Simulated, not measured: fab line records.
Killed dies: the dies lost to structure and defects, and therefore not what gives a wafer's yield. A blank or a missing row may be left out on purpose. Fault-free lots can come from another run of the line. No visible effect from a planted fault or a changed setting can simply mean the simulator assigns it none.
Which tool did it? :: flow gf180mcu :: 39 wafers from 13 lots sampled at 3 of the route's 602 steps

WHAT EACH GAUGE READ, for each wafer
GF_TOP_METAL_OVL_MEAS_15. Usual: TOP_METAL_OVL 0.0 nm, standard deviation 1.2.
lot: L621
measured: day 28 02:25
on: overlay-01
TOP_METAL_OVL (nm): -1.1 2.0 -0.1
flag: 

lot: L622
measured: day 28 09:54
on: overlay-01
TOP_METAL_OVL (nm): 0.1 0.4 0.8
flag: 

lot: L623
measured: day 28 16:43
on: overlay-02
TOP_METAL_OVL (nm): -1.0 -1.6 -0.4
flag: 

lot: L624
measured: day 29 05:55
on: overlay-01
TOP_METAL_OVL (nm): -1.0 -0.5 -0.8
flag: 

lot: L625
measured: day 29 12:10
on: overlay-01
TOP_METAL_OVL (nm): -1.2 -1.3 0.0
flag: 

lot: L626
measured: day 29 17:34
on: overlay-02
TOP_METAL_OVL (nm): -3.0 -1.8 -1.1
flag: 

lot: L627
measured: day 29 23:31
on: overlay-01
TOP_METAL_OVL (nm): 0.7 -1.2 0.0
flag: 

lot: L628
measured: day 30 05:57
on: overlay-02
TOP_METAL_OVL (nm): -0.1 0.7 0.4
flag: 

lot: L629
measured: day 30 20:44
on: overlay-02
TOP_METAL_OVL (nm): 0.8 -0.8 0.4
flag: 

lot: L630
measured: day 30 22:57
on: overlay-02
TOP_METAL_OVL (nm): 0.7 1.3 -1.9
flag: 

lot: L632
measured: day 31 14:21
on: overlay-01
TOP_METAL_OVL (nm): 0.1 -1.8 -2.1
flag: 

lot: L643
measured: day 34 07:19
on: overlay-02
TOP_METAL_OVL (nm): 0.5 0.2 -0.3
flag: 

lot: L644
measured: day 34 10:49
on: overlay-02
TOP_METAL_OVL (nm): -0.2 -1.4 -0.3
flag: 

WHICH TOOL RAN EACH LOT (tool, then ch and the chambers of the sampled wafers, then the start)
lot: L621
GF_V1_CVD_00: hdpcvd-01 ch 0,1,2, day 17 03:22
GF_V5_CVD_23: cvd_w-01 ch 0, day 27 05:49

lot: L622
GF_V1_CVD_00: hdpcvd-02 ch 0,2, day 17 10:47
GF_V5_CVD_23: cvd_w-02 ch 0,1, day 27 13:16

lot: L623
GF_V1_CVD_00: hdpcvd-02 ch 0,2, day 17 20:21
GF_V5_CVD_23: cvd_w-01 ch 0,1, day 27 20:27

lot: L624
GF_V1_CVD_00: hdpcvd-02 ch 0,1,2, day 18 09:19
GF_V5_CVD_23: cvd_w-01 ch 0,1, day 28 09:46

lot: L625
GF_V1_CVD_00: hdpcvd-02 ch 0,1,2, day 18 19:00
GF_V5_CVD_23: cvd_w-01 ch 0,1, day 28 16:41

lot: L626
GF_V1_CVD_00: hdpcvd-02 ch 1,2, day 19 02:16
GF_V5_CVD_23: cvd_w-02 ch 1, day 28 22:59

lot: L627
GF_V1_CVD_00: hdpcvd-02 ch 0,2, day 19 09:10
GF_V5_CVD_23: cvd_w-02 ch 0,1, day 29 02:53

lot: L628
GF_V1_CVD_00: hdpcvd-01 ch 0,2, day 19 18:37
GF_V5_CVD_23: cvd_w-01 ch 0,1, day 29 09:55

lot: L629
GF_V1_CVD_00: hdpcvd-01 ch 0,2, day 20 04:49
GF_V5_CVD_23: cvd_w-02 ch 0,1, day 30 01:11

lot: L630
GF_V1_CVD_00: hdpcvd-01 ch 1,2, day 20 14:02
GF_V5_CVD_23: cvd_w-01 ch 0,1, day 30 04:22

lot: L632
GF_V1_CVD_00: hdpcvd-01 ch 0,2, day 21 13:27
GF_V5_CVD_23: cvd_w-02 ch 0,1, day 30 20:01

lot: L643
GF_V1_CVD_00: hdpcvd-01 ch 0,1, day 25 07:34
GF_V5_CVD_23: cvd_w-02 ch 0,1, day 33 15:12

lot: L644
GF_V1_CVD_00: hdpcvd-01 ch 0,2, day 25 10:40
GF_V5_CVD_23: cvd_w-02 ch 1, day 33 18:17
- GF_V1_CVD_00: deposits SiO2, target thk 600 nm, time 100 s.
- GF_V5_CVD_23: deposits W, target thk 350 nm, time 104.9 s.

AS READ BY THE TOOLS THEMSELVES (means over the sampled wafers that have a number; for cases with no such wafer, the mark the record gives instead)
GF_V5_CVD_23. Usual: heater_power_w reads 900 W (standard deviation 110).
lot: L621
tool: cvd_w-01
heater_power_w (W): 985
flag: 

lot: L622
tool: cvd_w-02
heater_power_w (W): 935
flag: 

lot: L623
tool: cvd_w-01
heater_power_w (W): 913
flag: 

lot: L624
tool: cvd_w-01
heater_power_w (W): 896
flag: 

lot: L625
tool: cvd_w-01
heater_power_w (W): 837
flag: 

lot: L626
tool: cvd_w-02
heater_power_w (W): 1003
flag: 

lot: L627
tool: cvd_w-02
heater_power_w (W): 868
flag: 

lot: L628
tool: cvd_w-01
heater_power_w (W): 902
flag: 

lot: L629
tool: cvd_w-02
heater_power_w (W): 849
flag: 

lot: L630
tool: cvd_w-01
heater_power_w (W): 838
flag: 

lot: L632
tool: cvd_w-02
heater_power_w (W): 938
flag: 

lot: L643
tool: cvd_w-02
heater_power_w (W): 866
flag: 

lot: L644
tool: cvd_w-02
heater_power_w (W): 1021
flag: 

THE ANSWER, worked out from the rows above alone
Rule: a lot is off if the mean of its wafers that have a number lies more than 3 standard deviations from the usual mean. Also off: a lot with no number at a reading for which 4 or more lots have one. All remaining lots with rows at the step are treated as sound. First the gauges in route order, then the tools' own readings, where a lot's mean is used as printed above. The first step at which some lot is off is used, and at that step the reading that is off furthest; a lot without a number counts as furthest.
No lot is off on any of the readings shown, so nothing can be concluded from this.

WHAT THE SIMULATOR PUT IN
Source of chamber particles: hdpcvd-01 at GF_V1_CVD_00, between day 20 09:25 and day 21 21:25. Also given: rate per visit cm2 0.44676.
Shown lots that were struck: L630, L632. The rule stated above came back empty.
